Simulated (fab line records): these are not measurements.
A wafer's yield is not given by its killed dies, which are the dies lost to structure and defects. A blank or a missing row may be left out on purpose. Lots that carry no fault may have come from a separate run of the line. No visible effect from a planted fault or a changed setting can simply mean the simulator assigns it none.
Lot-split experiment	flow sky130	on a route of 708 steps: 5 lots, 23 wafers read

== SPLIT DETAILS ==
At SKY_METAL3_EXPOSE_10 (exposes mask MM3, target cd 300 nm), the setting dose_mj was moved away from the recipe's 28 on 10 of the 23 wafers read, by -7.2% to +6.1%. This setting was run at the recipe's value on the other wafers.

== FROM THE SPLIT TO THE READING: what the file shows between them, 2 steps ==
- SKY_METAL3_PEB_11
- SKY_METAL3_DEVELOP_12: develop time 58.63 s

== THE READING ==
cd_nm at SKY_METAL3_CD_MEAS_13, given in nm (cd target 300 nm). A value of 300.2 nm with a standard deviation of 1.3 nm is what fault-free wafers of this fab line usually give.

wafer	tool, chamber at the split	dose_mj as run	against the recipe	cd_nm, nm	against lot-mates on the recipe
L075.1	krf_scanner-02, 0	28	recipe	298.9	-
L075.2	krf_scanner-02, 0	28	recipe	301.4	-
L075.4	krf_scanner-02, 0	29.41	+5.0%	291.3	-9.0
L075.5	krf_scanner-02, 0	29.41	+5.0%	292.1	-8.2
L075.6	krf_scanner-02, 0	28	recipe	300.6	-
L078.1	krf_scanner-01, 0	28	recipe	302.0	-
L078.4	krf_scanner-01, 0	28	recipe	301.5	-
L078.6	krf_scanner-01, 0	28	recipe	301.7	-
L079.1	krf_scanner-01, 0	28	recipe	296.9	-
L079.3	krf_scanner-01, 0	27.26	-2.6%	303.4	+5.4
L079.4	krf_scanner-01, 0	28	recipe	299.1	-
L079.5	krf_scanner-01, 0	27.26	-2.6%	302.0	+4.0
L079.6	krf_scanner-01, 0	27.26	-2.6%	303.7	+5.7
L084.1	krf_scanner-01, 0	25.98	-7.2%	314.0	+13.4
L084.3	krf_scanner-01, 0	25.98	-7.2%	314.4	+13.8
L084.4	krf_scanner-01, 0	28	recipe	300.3	-
L084.5	krf_scanner-01, 0	25.98	-7.2%	314.4	+13.8
L084.6	krf_scanner-01, 0	28	recipe	301.0	-
L085.1	krf_scanner-02, 0	29.7	+6.1%	290.1	-9.9
L085.2	krf_scanner-02, 0	29.7	+6.1%	290.6	-9.4
L085.3	krf_scanner-02, 0	28	recipe	300.5	-
L085.4	krf_scanner-02, 0	28	recipe	300.2	-
L085.6	krf_scanner-02, 0	28	recipe	299.3	-

FIT RESULTS
A straight line over all 23 wafers: cd_nm changes by -1.76 nm for each +1% of dose_mj; r = -0.98; the points scatter about the line by 1.4 nm.
The same after taking each lot's own level away (the mean of its wafers on the recipe; 23 wafers): -1.78 nm for each +1%; r = -0.99; scatter 0.77 nm.
According to that fit, moving dose_mj by its largest amount changes the reading by 13 nm.
The lots' own levels span 298.00 to 301.73 nm, that is 2.9 times the standard deviation above.
So the lot-to-lot level changes the slope little: the two slopes agree.
Check: for one of the wafers moved furthest among these (-7.2%), held out of the fit, the line's prediction against its lot-mates is +13 nm. Against them it came out at +13.4 nm.

== OTHER SPLITS ON THESE WAFERS ==
These wafers also went through other splits before the reading. Each is held against what the fit with the lots' levels taken away leaves over:
other split on the same wafers	wafers away from the commonest value	r with cd_nm (lot level and that fit taken away)
SKY_CONTACT_STRIP_19 power_w	12	-0.05
SKY_METAL1_COAT_09 resist_thk_nm	7	+0.12
SKY_VIA1_HDPCVD_00 sih4_flow_sccm	7	+0.00
SKY_VIA1_SPUTTER_20 chamber_pressure_pa	18	+0.15
SKY_METAL2_SPUTTER_04 power_w	9	+0.31
SKY_VIA2_HDPCVD_00 sih4_flow_sccm	4	+0.06
SKY_VIA2_DEVELOP_11 dev_temp_c	11	+0.20
SKY_METAL3_SPUTTER_03 power_w	7	-0.02
SKY_CAPM_METAL_ETCH_13 icp_w	8	-0.32
SKY_CAPM_STRIP_14 o2_flow_sccm	6	+0.21

== THE WHOLE CHAIN: every reading that the file lists as answering this split, in the file's order ==
step	what it does	reading	change (the file's fit)	r (the file's)
SKY_METAL3_DEVELOP_12	develop time 58.63 s	METAL3.cd_nm (the simulator's own value, which no gauge read)	-1.77 nm for each +1% of the setting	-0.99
SKY_METAL3_CD_MEAS_13	target cd 300 nm	cd_nm	-1.76 nm for each +1% of the setting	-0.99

== THE FILE'S OWN FIT ==
cd_nm changes by -1.76 nm for each +1% of dose_mj, r = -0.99.
